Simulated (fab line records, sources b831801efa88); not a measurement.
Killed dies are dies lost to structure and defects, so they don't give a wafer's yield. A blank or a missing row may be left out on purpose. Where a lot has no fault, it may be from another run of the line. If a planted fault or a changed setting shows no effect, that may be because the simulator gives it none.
A lot that was struck, set against a sound lot || flow gf180mcu || 15 steps out of a route of 602
Sound: these wafers, L625.2, L625.5, L625.6. Struck: wafers L629.5, L629.6. (L629.2 of the same lot was not struck and is left out.) The cause comes at the end.
For every step that has rows: the tool of each side, followed by ch and its chambers, followed by its first start. Under that, the readings that differ: sound wafers || struck wafers || difference of the means || sigmas: that difference in standard deviations of wafers without a fault.
alike: readings whose means differ by less than 2 such deviations, and words and numbers that are the same on both sides. not compared: withheld readings, readings that some wafer has no value for, bounds like >300 that may hide the same value, and numbers for which the record gives no deviation and whose values overlap.
A row with sigmas, a row that says differs or no value, or rows on one side alone: a step with any of these is where the two part. Non-overlapping numbers with no deviation appear without sigmas and do not part them. Lack of a reading on every wafer of one side parts them only where that side has two or more wafers.

GF_M3_SPUTTER_04: material TiN, target thk 50 nm, time 41.7 s.
  sound on pvd_sputter-02, day 22 17:14; struck on pvd_sputter-03, day 23 21:56
  alike: throttle_valve_pct
GF_M3_RS_MEAS_05: measurement is done with a four-point probe.
  sound on film_metro-01, day 22 17:17; struck on film_metro-01, day 23 21:59
  alike: M3_ALCU_RS
GF_M3_THK_MEAS_06: measures by xrf.
  sound on film_metro-01, day 22 17:24; struck on film_metro-01, day 23 22:06
  alike: M3_ALCU_THK
then, 7 steps without rows for these wafers: GF_M3_DEHYDRATE_07 (time 60 s); GF_M3_HMDS_08 (prime time 60 s); GF_M3_COAT_09 (resist thk 1000 nm); GF_M3_SOFTBAKE_10 (time 60 s); GF_M3_EXPOSE_11 (exposes mask Metal3, target cd 280 nm); GF_M3_PEB_12 (peb time 90 s); GF_M3_DEVELOP_13 (develop time 60 s).
GF_M3_CD_MEAS_14: the cd target is 280 nm.
  sound on cd_sem-01, day 23 15:48; struck on cd_sem-02, day 24 20:00
{"reading": "cd_nm (nm)", "sound": "278.1 279.3 279.4", "struck": "281.3 282.1", "difference": "+2.8", "sigmas": "+3"}
GF_M3_OVL_MEAS_15:
  sound on overlay-02, day 23 15:55; struck on overlay-01, day 24 20:07
  alike: M3_OVL
GF_M3_METAL_ETCH_16: etches the open film in Cl2/BCl3, stops on SiO2, target depth 750.8 nm, time 125.1 s.
  sound on rie_metal-04 ch 0,1, day 23 15:56; struck on rie_metal-02 ch 0, day 24 20:11
{"reading": "oes_product_au (a.u.)", "sound": "0.996 0.988 0.986", "struck": "0.774 0.769", "difference": -0.218, "sigmas": -28}
{"reading": "throttle_valve_pct (%)", "sound": "28.228 28.209 28.233", "struck": "28.472 28.479", "difference": "+0.252", "sigmas": "+23"}
{"reading": "model.KrF_of_M3_COAT_09.thk_nm (nm)", "sound": "683.3 688.3 688.3", "struck": "800.2 801", "difference": "+114.0", "sigmas": ""}
  alike: bias_w, drypump_motor_current_A
  not compared: rf_hours_counter_h
GF_M3_STRIP_17: strips in O2/N2.
  sound on plasma_asher-02 ch 0,1, day 23 16:04; struck on plasma_asher-02 ch 0,1, day 24 20:24
{"reading": "oes_product_au (a.u.)", "sound": "0.529 0.540 0.536", "struck": "0.578 0.581", "difference": "+0.044", "sigmas": "+9"}
{"reading": "strip_time_to_endpoint_s (s)", "sound": "7.37 7.43 7.40", "struck": "8.51 8.52", "difference": "+1.12", "sigmas": "+18"}
  alike: drypump_motor_current_A, heater_power_w
  not compared: rf_hours_counter_h
then, 1 step without rows for these wafers: GF_M3_STRIP_18 (strips in post etch residue remover, time 1200 s).

== WHERE THEY PART ==
At GF_M3_CD_MEAS_14 first; at GF_M3_STRIP_17 last (within this record only).

WHY: what the simulator had put in
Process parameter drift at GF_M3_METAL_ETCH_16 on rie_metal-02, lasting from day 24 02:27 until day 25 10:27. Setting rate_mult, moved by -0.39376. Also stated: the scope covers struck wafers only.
